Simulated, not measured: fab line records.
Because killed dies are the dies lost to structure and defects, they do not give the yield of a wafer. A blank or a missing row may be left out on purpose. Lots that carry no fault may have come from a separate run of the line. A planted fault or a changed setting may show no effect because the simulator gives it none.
fab line records :: flow gf180mcu
record:
  lots: 6
  wafers: 18
  lastDay: 33
route steps=602 shown M3@413
lots with no fault: from the same line, run without faults
startH: hours from the record's first day to the start of the lot's first wafer shown :: waitH: hours since the lot's step before :: " unchanged from the row above :: L1.1+2: one row covering several wafers at once :: - no value, or no start given :: * or withheld: withheld :: < > ~ a bound
route shown NAME@n: names a module that has steps shown in the file, with the first one's number in the route :: usual: mean/standard deviation taken from wafers without a fault :: same: alike in all rows :: chamber/n: place in a boat :: sites: each site's reading :: _std_site: how widely they spread, as a standard deviation :: _edge_site: inner sites' mean taken away from outer sites' mean :: radiusMm: for every site, how far away it sits from the centre of the wafer :: mask NAME#n: copy n :: behind: tool/chamber where the wafer was last shaped :: hold: reason for holding the lot/hours on hold/outcome of the hold :: device: names the non-switching transistor (n, p or np) :: end of line: tests of these same wafers at the route's end :: a step given without rows: its recipe and nothing more :: killed: at the first sort, the dies lost to defects and structure; wafer yield is something else :: map: a wafer's dies, x killed, . not, _ none there
set.NAME: setting as actually run; set.NAME@STEP: the setting as run at that earlier step :: model.NAME: the simulator's own value behind a step, which no gauge read
lots seen at some steps along the route; tables by step, rows by wafer
services: from which hour (startH, from the record's first day; less than 0 if before it) a tool's chamber was out of use, for how many hours, and why
== steps ==
step: GF_M3_SPUTTER_04
recipe:
  material: TiN
  targetThkNm: 50
  powerW: 6500
  timeS: 41.7
  chamberPressurePa: 0.4
usual:
  cathodeDcPowerW: 6499.9/1.1
  throttleValvePct: 30.1/1.3
lot.wafer: L906.1
tool: pvdSputter-02
chamber: -
startH: 485.41
waitH: 0.0
cathodeDcPowerW: 6499.7
throttleValvePct: 29.5

lot.wafer: L906.2
tool: pvdSputter-02
chamber: -
startH: 485.41
waitH: 0.0
cathodeDcPowerW: 6498.9
throttleValvePct: 28.8

lot.wafer: L906.6
tool: pvdSputter-02
chamber: -
startH: 485.41
waitH: 0.0
cathodeDcPowerW: 6499.8
throttleValvePct: 29.7

lot.wafer: L907.1
tool: pvdSputter-02
chamber: -
startH: 491.13
waitH: 0.0
cathodeDcPowerW: 6498.8
throttleValvePct: 29.3

lot.wafer: L907.4
tool: pvdSputter-02
chamber: -
startH: 491.13
waitH: 0.0
cathodeDcPowerW: 6499.4
throttleValvePct: 29.7

lot.wafer: L907.5
tool: pvdSputter-02
chamber: -
startH: 491.13
waitH: 0.0
cathodeDcPowerW: 6498.4
throttleValvePct: 29.6

lot.wafer: L916.2
tool: pvdSputter-01
chamber: -
startH: 573.19
waitH: 0.0
cathodeDcPowerW: 6500.9
throttleValvePct: 26.7

lot.wafer: L916.4
tool: pvdSputter-01
chamber: -
startH: 573.19
waitH: 0.0
cathodeDcPowerW: 6499.6
throttleValvePct: 29.3

lot.wafer: L916.5
tool: pvdSputter-01
chamber: -
startH: 573.19
waitH: 0.0
cathodeDcPowerW: 6501.0
throttleValvePct: 29.2

lot.wafer: L917.1
tool: pvdSputter-04
chamber: -
startH: 577.68
waitH: 0.0
cathodeDcPowerW: 6498.0
throttleValvePct: 29.9

lot.wafer: L917.3
tool: pvdSputter-04
chamber: -
startH: 577.68
waitH: 0.0
cathodeDcPowerW: 6498.8
throttleValvePct: 30.6

lot.wafer: L917.4
tool: pvdSputter-04
chamber: -
startH: 577.68
waitH: 0.0
cathodeDcPowerW: 6499.5
throttleValvePct: 32.3

lot.wafer: L921.2
tool: pvdSputter-04
chamber: -
startH: 607.85
waitH: 0.0
cathodeDcPowerW: 6500.4
throttleValvePct: 30.9

lot.wafer: L921.3
tool: pvdSputter-04
chamber: -
startH: 607.85
waitH: 0.0
cathodeDcPowerW: 6499.7
throttleValvePct: 30.0

lot.wafer: L921.4
tool: pvdSputter-04
chamber: -
startH: 607.85
waitH: 0.0
cathodeDcPowerW: 6499.0
throttleValvePct: 32.7

lot.wafer: L922.1
tool: pvdSputter-02
chamber: -
startH: 614.16
waitH: 0.0
cathodeDcPowerW: 6498.2
throttleValvePct: 28.4

lot.wafer: L922.3
tool: pvdSputter-02
chamber: -
startH: 614.16
waitH: 0.0
cathodeDcPowerW: 6499.6
throttleValvePct: 29.3

lot.wafer: L922.4
tool: pvdSputter-02
chamber: -
startH: 614.16
waitH: 0.0
cathodeDcPowerW: 6500.7
throttleValvePct: 29.5
step: GF_M3_RS_MEAS_05
recipe:
  thkMeasGauge: four-point-probe
  reads: TiN_of_M3_SPUTTER_04+Ti_of_M3_SPUTTER_03+AlCu_of_M3_SPUTTER_02+TiN_of_M3_SPUTTER_01+Ti_of_M3_SPUTTER_00
usual:
  M3_ALCU_RS: 0.0697/0.00076
lot.wafer: L906.1
tool: filmMetro-04
chamber: -
startH: 485.45
waitH: 0.0
M3_ALCU_RS[ohm/sq]: 0.0683

lot.wafer: L906.2
tool: filmMetro-04
chamber: -
startH: 485.45
waitH: 0.0
M3_ALCU_RS[ohm/sq]: 0.0696

lot.wafer: L906.6
tool: filmMetro-04
chamber: -
startH: 485.45
waitH: 0.0
M3_ALCU_RS[ohm/sq]: 0.0699

lot.wafer: L907.1
tool: filmMetro-04
chamber: -
startH: 491.17
waitH: 0.0
M3_ALCU_RS[ohm/sq]: 0.0683

lot.wafer: L907.4
tool: filmMetro-04
chamber: -
startH: 491.17
waitH: 0.0
M3_ALCU_RS[ohm/sq]: 0.0700

lot.wafer: L907.5
tool: filmMetro-04
chamber: -
startH: 491.17
waitH: 0.0
M3_ALCU_RS[ohm/sq]: 0.0683

lot.wafer: L916.2
tool: filmMetro-01
chamber: -
startH: 573.25
waitH: 0.0
M3_ALCU_RS[ohm/sq]: 0.0710

lot.wafer: L916.4
tool: filmMetro-01
chamber: -
startH: 573.25
waitH: 0.0
M3_ALCU_RS[ohm/sq]: 0.0705

lot.wafer: L916.5
tool: filmMetro-01
chamber: -
startH: 573.25
waitH: 0.0
M3_ALCU_RS[ohm/sq]: 0.0708

lot.wafer: L917.1
tool: filmMetro-03
chamber: -
startH: 577.72
waitH: 0.0
M3_ALCU_RS[ohm/sq]: 0.0700

lot.wafer: L917.3
tool: filmMetro-03
chamber: -
startH: 577.72
waitH: 0.0
M3_ALCU_RS[ohm/sq]: 0.0701

lot.wafer: L917.4
tool: filmMetro-03
chamber: -
startH: 577.72
waitH: 0.0
M3_ALCU_RS[ohm/sq]: 0.0699

lot.wafer: L921.2
tool: filmMetro-04
chamber: -
startH: 607.91
waitH: 0.0
M3_ALCU_RS[ohm/sq]: 0.0685

lot.wafer: L921.3
tool: filmMetro-04
chamber: -
startH: 607.91
waitH: 0.0
M3_ALCU_RS[ohm/sq]: 0.0687

lot.wafer: L921.4
tool: filmMetro-04
chamber: -
startH: 607.91
waitH: 0.0
M3_ALCU_RS[ohm/sq]: 0.0688

lot.wafer: L922.1
tool: filmMetro-01
chamber: -
startH: 614.20
waitH: 0.0
M3_ALCU_RS[ohm/sq]: 0.0697

lot.wafer: L922.3
tool: filmMetro-01
chamber: -
startH: 614.20
waitH: 0.0
M3_ALCU_RS[ohm/sq]: 0.0689

lot.wafer: L922.4
tool: filmMetro-01
chamber: -
startH: 614.20
waitH: 0.0
M3_ALCU_RS[ohm/sq]: 0.0696
step: GF_M3_THK_MEAS_06
recipe:
  thkMeasGauge: xrf
  reads: AlCu_of_M3_SPUTTER_02
usual:
  M3_ALCU_THK: 443/5.7
lot.wafer: L906.1
tool: filmMetro-04
chamber: -
startH: 485.57
waitH: 0.1
M3_ALCU_THK[nm]: 452

lot.wafer: L906.2
tool: filmMetro-04
chamber: -
startH: 485.57
waitH: 0.1
M3_ALCU_THK[nm]: 445

lot.wafer: L906.6
tool: filmMetro-04
chamber: -
startH: 485.57
waitH: 0.1
M3_ALCU_THK[nm]: 444

lot.wafer: L907.1
tool: filmMetro-04
chamber: -
startH: 491.29
waitH: 0.1
M3_ALCU_THK[nm]: 452

lot.wafer: L907.4
tool: filmMetro-04
chamber: -
startH: 491.29
waitH: 0.1
M3_ALCU_THK[nm]: 442

lot.wafer: L907.5
tool: filmMetro-04
chamber: -
startH: 491.29
waitH: 0.1
M3_ALCU_THK[nm]: 453

lot.wafer: L916.2
tool: filmMetro-01
chamber: -
startH: 573.36
waitH: 0.1
M3_ALCU_THK[nm]: 432

lot.wafer: L916.4
tool: filmMetro-01
chamber: -
startH: 573.36
waitH: 0.1
M3_ALCU_THK[nm]: 434

lot.wafer: L916.5
tool: filmMetro-01
chamber: -
startH: 573.36
waitH: 0.1
M3_ALCU_THK[nm]: 434

lot.wafer: L917.1
tool: filmMetro-03
chamber: -
startH: 577.84
waitH: 0.1
M3_ALCU_THK[nm]: 441

lot.wafer: L917.3
tool: filmMetro-03
chamber: -
startH: 577.84
waitH: 0.1
M3_ALCU_THK[nm]: 440

lot.wafer: L917.4
tool: filmMetro-03
chamber: -
startH: 577.84
waitH: 0.1
M3_ALCU_THK[nm]: 442

lot.wafer: L921.2
tool: filmMetro-04
chamber: -
startH: 608.02
waitH: 0.1
M3_ALCU_THK[nm]: 450

lot.wafer: L921.3
tool: filmMetro-04
chamber: -
startH: 608.02
waitH: 0.1
M3_ALCU_THK[nm]: 450

lot.wafer: L921.4
tool: filmMetro-04
chamber: -
startH: 608.02
waitH: 0.1
M3_ALCU_THK[nm]: 451

lot.wafer: L922.1
tool: filmMetro-01
chamber: -
startH: 614.32
waitH: 0.1
M3_ALCU_THK[nm]: 444

lot.wafer: L922.3
tool: filmMetro-01
chamber: -
startH: 614.32
waitH: 0.1
M3_ALCU_THK[nm]: 450

lot.wafer: L922.4
tool: filmMetro-01
chamber: -
startH: 614.32
waitH: 0.1
M3_ALCU_THK[nm]: 444
step: GF_M3_DEHYDRATE_07
recipe:
  tempC: 200
  timeS: 60
step: GF_M3_HMDS_08
recipe:
  primeTimeS: 60
  primeTempC: 120
step: GF_M3_COAT_09
recipe:
  resist: KrF
  spinRpm: withheld
  resistThkNm: 1000
step: GF_M3_SOFTBAKE_10
recipe:
  tempC: 130
  timeS: 60
  resist: KrF
step: GF_M3_EXPOSE_11
recipe:
  maskId: Metal3
  targetCdNm: 280
  na: 0.68
  sourceShape: conventional
  sigmaOuter: 0.6
  doseMj: 28
step: GF_M3_PEB_12
recipe:
  pebTempC: 135
  pebTimeS: 90
  resist: KrF
step: GF_M3_DEVELOP_13
recipe:
  developTimeS: 60
  devTempC: 21
step: GF_M3_CD_MEAS_14
recipe:
  targetCdNm: 280
usual:
  cdNm: 279.7/1.1
lot.wafer: L906.1
tool: cdSem-01
chamber: -
startH: 508.77
waitH: 0.1
cdNm: 278.5

lot.wafer: L906.2
tool: cdSem-01
chamber: -
startH: 508.77
waitH: 0.1
cdNm: 279.7

lot.wafer: L906.6
tool: cdSem-01
chamber: -
startH: 508.77
waitH: 0.1
cdNm: 279.7

lot.wafer: L907.1
tool: cdSem-01
chamber: -
startH: 515.46
waitH: 0.1
cdNm: 280.3

lot.wafer: L907.4
tool: cdSem-01
chamber: -
startH: 515.46
waitH: 0.1
cdNm: 279.8

lot.wafer: L907.5
tool: cdSem-01
chamber: -
startH: 515.46
waitH: 0.1
cdNm: 280.4

lot.wafer: L916.2
tool: cdSem-01
chamber: -
startH: 594.59
waitH: 0.1
cdNm: 280.8

lot.wafer: L916.4
tool: cdSem-01
chamber: -
startH: 594.59
waitH: 0.1
cdNm: 279.4

lot.wafer: L916.5
tool: cdSem-01
chamber: -
startH: 594.59
waitH: 0.1
cdNm: 279.0

lot.wafer: L917.1
tool: cdSem-01
chamber: -
startH: 598.37
waitH: 0.1
cdNm: 281.1

lot.wafer: L917.3
tool: cdSem-01
chamber: -
startH: 598.37
waitH: 0.1
cdNm: 280.3

lot.wafer: L917.4
tool: cdSem-01
chamber: -
startH: 598.37
waitH: 0.1
cdNm: 280.3

lot.wafer: L921.2
tool: cdSem-02
chamber: -
startH: 628.99
waitH: 0.1
cdNm: 281.1

lot.wafer: L921.3
tool: cdSem-02
chamber: -
startH: 628.99
waitH: 0.1
cdNm: 281.1

lot.wafer: L921.4
tool: cdSem-02
chamber: -
startH: 628.99
waitH: 0.1
cdNm: 281.3

lot.wafer: L922.1
tool: cdSem-01
chamber: -
startH: 634.67
waitH: 0.1
cdNm: 279.5

lot.wafer: L922.3
tool: cdSem-01
chamber: -
startH: 634.67
waitH: 0.1
cdNm: 279.5

lot.wafer: L922.4
tool: cdSem-01
chamber: -
startH: 634.67
waitH: 0.1
cdNm: 279.1
step: GF_M3_OVL_MEAS_15
usual:
  M3_OVL: 4/5.3
lot.wafer: L906.1
tool: overlay-02
chamber: -
startH: 508.89
waitH: 0.1
M3_OVL[nm]: 1

lot.wafer: L906.2
tool: overlay-02
chamber: -
startH: 508.89
waitH: 0.1
M3_OVL[nm]: -2

lot.wafer: L906.6
tool: overlay-02
chamber: -
startH: 508.89
waitH: 0.1
M3_OVL[nm]: 5

lot.wafer: L907.1
tool: overlay-02
chamber: -
startH: 515.58
waitH: 0.1
M3_OVL[nm]: 7

lot.wafer: L907.4
tool: overlay-02
chamber: -
startH: 515.58
waitH: 0.1
M3_OVL[nm]: 8

lot.wafer: L907.5
tool: overlay-02
chamber: -
startH: 515.58
waitH: 0.1
M3_OVL[nm]: 8

lot.wafer: L916.2
tool: overlay-01
chamber: -
startH: 594.70
waitH: 0.1
M3_OVL[nm]: 4

lot.wafer: L916.4
tool: overlay-01
chamber: -
startH: 594.70
waitH: 0.1
M3_OVL[nm]: 8

lot.wafer: L916.5
tool: overlay-01
chamber: -
startH: 594.70
waitH: 0.1
M3_OVL[nm]: 7

lot.wafer: L917.1
tool: overlay-02
chamber: -
startH: 598.49
waitH: 0.1
M3_OVL[nm]: 8

lot.wafer: L917.3
tool: overlay-02
chamber: -
startH: 598.49
waitH: 0.1
M3_OVL[nm]: 10

lot.wafer: L917.4
tool: overlay-02
chamber: -
startH: 598.49
waitH: 0.1
M3_OVL[nm]: 9

lot.wafer: L921.2
tool: overlay-02
chamber: -
startH: 629.10
waitH: 0.1
M3_OVL[nm]: 5

lot.wafer: L921.3
tool: overlay-02
chamber: -
startH: 629.10
waitH: 0.1
M3_OVL[nm]: 13

lot.wafer: L921.4
tool: overlay-02
chamber: -
startH: 629.10
waitH: 0.1
M3_OVL[nm]: 8

lot.wafer: L922.1
tool: overlay-02
chamber: -
startH: 634.79
waitH: 0.1
M3_OVL[nm]: 0

lot.wafer: L922.3
tool: overlay-02
chamber: -
startH: 634.79
waitH: 0.1
M3_OVL[nm]: 1

lot.wafer: L922.4
tool: overlay-02
chamber: -
startH: 634.79
waitH: 0.1
M3_OVL[nm]: 5
step: GF_M3_METAL_ETCH_16
recipe:
  chemistry: Cl2/BCl3
  maskMaterial: KrF
  targetDepthNm: 750.8
  stopOn: SiO2
  pressureMtorr: 8
  icpW: 800
  biasW: 140
  Cl2_flow_sccm: 80
  bcl3FlowSccm: 40
  timeS: 125.1
usual:
  drypumpMotorCurrentA: 5.8/0.38
  oesProductAu: 0.988/0.0075
  rfFwdPowerW: 796.6/2.6
  throttleValvePct: 28.232/0.0099
lot.wafer: L906.1
tool: rieMetal-04
chamber: 1
startH: 508.93
waitH: 0.0
drypumpMotorCurrentA: 6.0
oesProductAu: 0.986
rfFwdPowerW: 796.1
rfHoursCounterH: 3
throttleValvePct: 28.222
model.KrF_of_M3_COAT_09.thkNm: 681.2

lot.wafer: L906.2
tool: rieMetal-04
chamber: 0
startH: 508.93
waitH: 0.0
drypumpMotorCurrentA: 5.7
oesProductAu: 0.992
rfFwdPowerW: 796.0
rfHoursCounterH: 10
throttleValvePct: 28.224
model.KrF_of_M3_COAT_09.thkNm: 688.2

lot.wafer: L906.6
tool: rieMetal-04
chamber: 1
startH: 508.93
waitH: 0.0
drypumpMotorCurrentA: 6.0
oesProductAu: 0.996
rfFwdPowerW: 798.0
rfHoursCounterH: -
throttleValvePct: 28.231
model.KrF_of_M3_COAT_09.thkNm: 681.7

lot.wafer: L907.1
tool: rieMetal-01
chamber: 1
startH: 515.61
waitH: 0.0
drypumpMotorCurrentA: 6.5
oesProductAu: 0.991
rfFwdPowerW: 796.0
rfHoursCounterH: 13
throttleValvePct: 28.238
model.KrF_of_M3_COAT_09.thkNm: 683.1

lot.wafer: L907.4
tool: rieMetal-01
chamber: 1
startH: 515.61
waitH: 0.0
drypumpMotorCurrentA: 6.5
oesProductAu: 0.997
rfFwdPowerW: 795.9
rfHoursCounterH: -
throttleValvePct: 28.222
model.KrF_of_M3_COAT_09.thkNm: 686.7

lot.wafer: L907.5
tool: rieMetal-01
chamber: 1
startH: 515.61
waitH: 0.0
drypumpMotorCurrentA: 6.5
oesProductAu: 1.000
rfFwdPowerW: 792.8
rfHoursCounterH: -
throttleValvePct: 28.232
model.KrF_of_M3_COAT_09.thkNm: 685.6

lot.wafer: L916.2
tool: rieMetal-01
chamber: 0
startH: 594.77
waitH: 0.1
drypumpMotorCurrentA: 5.3
oesProductAu: 0.991
rfFwdPowerW: 924.9
rfHoursCounterH: -
throttleValvePct: 28.214
model.KrF_of_M3_COAT_09.thkNm: 650.3

lot.wafer: L916.4
tool: rieMetal-01
chamber: 0
startH: 594.77
waitH: 0.1
drypumpMotorCurrentA: 5.3
oesProductAu: 1.006
rfFwdPowerW: 925.3
rfHoursCounterH: -
throttleValvePct: 28.203
model.KrF_of_M3_COAT_09.thkNm: 651.8

lot.wafer: L916.5
tool: rieMetal-01
chamber: 0
startH: 594.77
waitH: 0.1
drypumpMotorCurrentA: 5.3
oesProductAu: 0.997
rfFwdPowerW: 922.6
rfHoursCounterH: -
throttleValvePct: 28.222
model.KrF_of_M3_COAT_09.thkNm: 653.2

lot.wafer: L917.1
tool: rieMetal-01
chamber: 1
startH: 598.53
waitH: 0.0
drypumpMotorCurrentA: 6.5
oesProductAu: 0.986
rfFwdPowerW: 917.9
rfHoursCounterH: 0
throttleValvePct: 28.233
model.KrF_of_M3_COAT_09.thkNm: 649.6

lot.wafer: L917.3
tool: rieMetal-01
chamber: 0
startH: 598.53
waitH: 0.0
drypumpMotorCurrentA: 5.3
oesProductAu: 0.998
rfFwdPowerW: 926.4
rfHoursCounterH: -
throttleValvePct: 28.229
model.KrF_of_M3_COAT_09.thkNm: 653.5

lot.wafer: L917.4
tool: rieMetal-01
chamber: 1
startH: 598.53
waitH: 0.0
drypumpMotorCurrentA: 6.5
oesProductAu: 0.999
rfFwdPowerW: 920.6
rfHoursCounterH: -
throttleValvePct: 28.220
model.KrF_of_M3_COAT_09.thkNm: 649.4

lot.wafer: L921.2
tool: rieMetal-03
chamber: 0
startH: 629.13
waitH: 0.0
drypumpMotorCurrentA: 5.7
oesProductAu: 0.977
rfFwdPowerW: 795.4
rfHoursCounterH: 7
throttleValvePct: 28.236
model.KrF_of_M3_COAT_09.thkNm: 703.9

lot.wafer: L921.3
tool: rieMetal-03
chamber: 1
startH: 629.13
waitH: 0.0
drypumpMotorCurrentA: 5.4
oesProductAu: 0.990
rfFwdPowerW: 799.9
rfHoursCounterH: -
throttleValvePct: 28.241
model.KrF_of_M3_COAT_09.thkNm: 697.9

lot.wafer: L921.4
tool: rieMetal-03
chamber: 0
startH: 629.13
waitH: 0.0
drypumpMotorCurrentA: 5.7
oesProductAu: 0.985
rfFwdPowerW: 793.7
rfHoursCounterH: -
throttleValvePct: 28.232
model.KrF_of_M3_COAT_09.thkNm: 701.3

lot.wafer: L922.1
tool: rieMetal-03
chamber: 1
startH: 634.83
waitH: 0.0
drypumpMotorCurrentA: 5.4
oesProductAu: 0.991
rfFwdPowerW: 799.2
rfHoursCounterH: 11
throttleValvePct: 28.245
model.KrF_of_M3_COAT_09.thkNm: 680.5

lot.wafer: L922.3
tool: rieMetal-03
chamber: 1
startH: 634.83
waitH: 0.0
drypumpMotorCurrentA: 5.4
oesProductAu: 0.992
rfFwdPowerW: 800.7
rfHoursCounterH: -
throttleValvePct: 28.224
model.KrF_of_M3_COAT_09.thkNm: 681

lot.wafer: L922.4
tool: rieMetal-03
chamber: 0
startH: 634.83
waitH: 0.0
drypumpMotorCurrentA: 5.7
oesProductAu: 0.963
rfFwdPowerW: 795.7
rfHoursCounterH: -
throttleValvePct: 28.242
model.KrF_of_M3_COAT_09.thkNm: 690.9
step: GF_M3_STRIP_17
recipe:
  chemistry: O2/N2
  powerW: 1400
  pressureMtorr: 1500
  platenTempC: 250
  o2FlowSccm: 3000
  n2FlowSccm: 300
  overashFraction: 0.5
usual:
  drypumpMotorCurrentA: 5.7/0.35
  heaterPowerW: 330/54
  oesProductAu: 0.539/0.0054
  stripTimeToEndpointS: 7.42/0.069
lot.wafer: L906.1
tool: plasmaAsher-04
chamber: 0
startH: 509.06
waitH: 0.1
drypumpMotorCurrentA: 5.5
heaterPowerW: 322
oesProductAu: 0.542
rfHoursCounterH: 8
stripTimeToEndpointS: 7.35

lot.wafer: L906.2
tool: plasmaAsher-04
chamber: 1
startH: 509.06
waitH: 0.1
drypumpMotorCurrentA: 5.3
heaterPowerW: 276
oesProductAu: 0.544
rfHoursCounterH: 8
stripTimeToEndpointS: 7.41

lot.wafer: L906.6
tool: plasmaAsher-04
chamber: 0
startH: 509.06
waitH: 0.1
drypumpMotorCurrentA: 5.5
heaterPowerW: 328
oesProductAu: 0.545
rfHoursCounterH: -
stripTimeToEndpointS: 7.35

lot.wafer: L907.1
tool: plasmaAsher-02
chamber: 0
startH: 515.87
waitH: 0.2
drypumpMotorCurrentA: 6.3
heaterPowerW: 365
oesProductAu: 0.537
rfHoursCounterH: 73
stripTimeToEndpointS: 7.37

lot.wafer: L907.4
tool: plasmaAsher-02
chamber: 1
startH: 515.87
waitH: 0.2
drypumpMotorCurrentA: 5.7
heaterPowerW: 353
oesProductAu: 0.544
rfHoursCounterH: -
stripTimeToEndpointS: 7.41

lot.wafer: L907.5
tool: plasmaAsher-02
chamber: 1
startH: 515.87
waitH: 0.2
drypumpMotorCurrentA: 5.7
heaterPowerW: 358
oesProductAu: 0.538
rfHoursCounterH: -
stripTimeToEndpointS: 7.38

lot.wafer: L916.2
tool: plasmaAsher-04
chamber: 1
startH: 594.99
waitH: 0.2
drypumpMotorCurrentA: 5.3
heaterPowerW: 285
oesProductAu: 0.526
rfHoursCounterH: 16
stripTimeToEndpointS: 7.04

lot.wafer: L916.4
tool: plasmaAsher-04
chamber: 0
startH: 594.99
waitH: 0.2
drypumpMotorCurrentA: 5.5
heaterPowerW: 324
oesProductAu: 0.525
rfHoursCounterH: -
stripTimeToEndpointS: 7.06

lot.wafer: L916.5
tool: plasmaAsher-04
chamber: 1
startH: 594.99
waitH: 0.2
drypumpMotorCurrentA: 5.2
heaterPowerW: 273
oesProductAu: 0.517
rfHoursCounterH: -
stripTimeToEndpointS: 7.07

lot.wafer: L917.1
tool: plasmaAsher-03
chamber: 0
startH: 598.66
waitH: 0.1
drypumpMotorCurrentA: 6.1
heaterPowerW: 426
oesProductAu: 0.518
rfHoursCounterH: 98
stripTimeToEndpointS: 7.05

lot.wafer: L917.3
tool: plasmaAsher-03
chamber: 1
startH: 598.66
waitH: 0.1
drypumpMotorCurrentA: 5.4
heaterPowerW: 261
oesProductAu: 0.522
rfHoursCounterH: -
stripTimeToEndpointS: 7.07

lot.wafer: L917.4
tool: plasmaAsher-03
chamber: 0
startH: 598.66
waitH: 0.1
drypumpMotorCurrentA: 6.1
heaterPowerW: 420
oesProductAu: 0.528
rfHoursCounterH: -
stripTimeToEndpointS: 7.04

lot.wafer: L921.2
tool: plasmaAsher-02
chamber: 0
startH: 629.30
waitH: 0.1
drypumpMotorCurrentA: 6.2
heaterPowerW: 362
oesProductAu: 0.545
rfHoursCounterH: 85
stripTimeToEndpointS: 7.60

lot.wafer: L921.3
tool: plasmaAsher-02
chamber: 1
startH: 629.30
waitH: 0.1
drypumpMotorCurrentA: 5.7
heaterPowerW: 348
oesProductAu: 0.543
rfHoursCounterH: -
stripTimeToEndpointS: 7.50

lot.wafer: L921.4
tool: plasmaAsher-02
chamber: 0
startH: 629.30
waitH: 0.1
drypumpMotorCurrentA: 6.2
heaterPowerW: 357
oesProductAu: 0.545
rfHoursCounterH: -
stripTimeToEndpointS: 7.55

lot.wafer: L922.1
tool: plasmaAsher-02
chamber: 1
startH: 635.00
waitH: 0.1
drypumpMotorCurrentA: 5.7
heaterPowerW: 355
oesProductAu: 0.530
rfHoursCounterH: 86
stripTimeToEndpointS: 7.34

lot.wafer: L922.3
tool: plasmaAsher-02
chamber: 1
startH: 635.00
waitH: 0.1
drypumpMotorCurrentA: 5.7
heaterPowerW: 348
oesProductAu: 0.542
rfHoursCounterH: -
stripTimeToEndpointS: 7.36

lot.wafer: L922.4
tool: plasmaAsher-02
chamber: 0
startH: 635.00
waitH: 0.1
drypumpMotorCurrentA: 6.2
heaterPowerW: 357
oesProductAu: 0.536
rfHoursCounterH: -
stripTimeToEndpointS: 7.45
step: GF_M3_STRIP_18
recipe:
  chemistry: postEtchResidueRemover
  timeS: 1200
  tempC: 72.5
== services ==
tool: rieMetal-01
chamber: -
startH: 471.82
hours: 0.3
kind: repair

tool: plasmaAsher-04
chamber: -
startH: 497.82
hours: 2.8
kind: pm

tool: rieMetal-01
chamber: 0
startH: 511.16
hours: 11.0
kind: repair

tool: pvdSputter-04
chamber: 0
startH: 539.96
hours: -
kind: consumableReplace:kit

tool: pvdSputter-04
chamber: 0
startH: 539.96
hours: 18.0
kind: scheduledDown

tool: pvdSputter-04
chamber: 0
startH: 539.96
hours: 18.0
kind: ventCycle

tool: rieMetal-03
chamber: -
startH: 553.69
hours: 0.4
kind: repair

tool: pvdSputter-04
chamber: -
startH: 558.92
hours: 3.4
kind: repair

tool: rieMetal-03
chamber: -
startH: 561.50
hours: 0.6
kind: repair

tool: rieMetal-03
chamber: -
startH: 572.89
hours: 0.2
kind: repair

tool: pvdSputter-01
chamber: -
startH: 578.94
hours: 13.9
kind: repair

tool: rieMetal-01
chamber: 1
startH: 580.05
hours: -
kind: clean

tool: rieMetal-01
chamber: 1
startH: 580.05
hours: 16.6
kind: scheduledDown

tool: rieMetal-01
chamber: 1
startH: 580.05
hours: 16.6
kind: ventCycle

tool: rieMetal-03
chamber: 0
startH: 590.09
hours: 37.4
kind: repair

tool: pvdSputter-02
chamber: -
startH: 594.97
hours: 5.2
kind: repair

tool: plasmaAsher-04
chamber: -
startH: 597.00
hours: 13.2
kind: repair

tool: pvdSputter-02
chamber: -
startH: 608.92
hours: 2.6
kind: repair

tool: pvdSputter-01
chamber: 0
startH: 609.46
hours: -
kind: consumableReplace:kit

tool: pvdSputter-01
chamber: 0
startH: 609.46
hours: 18.0
kind: scheduledDown

tool: pvdSputter-01
chamber: 0
startH: 609.46
hours: 18.0
kind: ventCycle

tool: rieMetal-01
chamber: 1
startH: 623.15
hours: 18.0
kind: repair
== key ==
firstSign:
  step: GF_M3_METAL_ETCH_16
  reading: rfFwdPowerW
  direction: up
  sigmas: 49
  usual: 796.6
  struck: 923.0
effect:
  step: GF_M3_STRIP_17
  reading: stripTimeToEndpointS
  direction: down
  sigmas: 5.2
  usual: *
  struck: *
modelEffect:
  step: GF_M3_METAL_ETCH_16
  value: KrF_of_M3_COAT_09.thkNm
  without: 693.1
  struck: 651.3
metAt GF_M3_METAL_ETCH_16
struckWafers L916.2,L916.4,L916.5,L917.1,L917.3,L917.4
onsetBetween 515.61 594.77
fault:
  kind: processParameterDrift
  tool: rieMetal-01
  chamber: -
  onsetH: 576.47
  steps: GF_M3_METAL_ETCH_16
  channel: icpW
  offset: 128
  shape: step
  endH: 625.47
  actsIn: theseRecipesOnly
  stated: 800
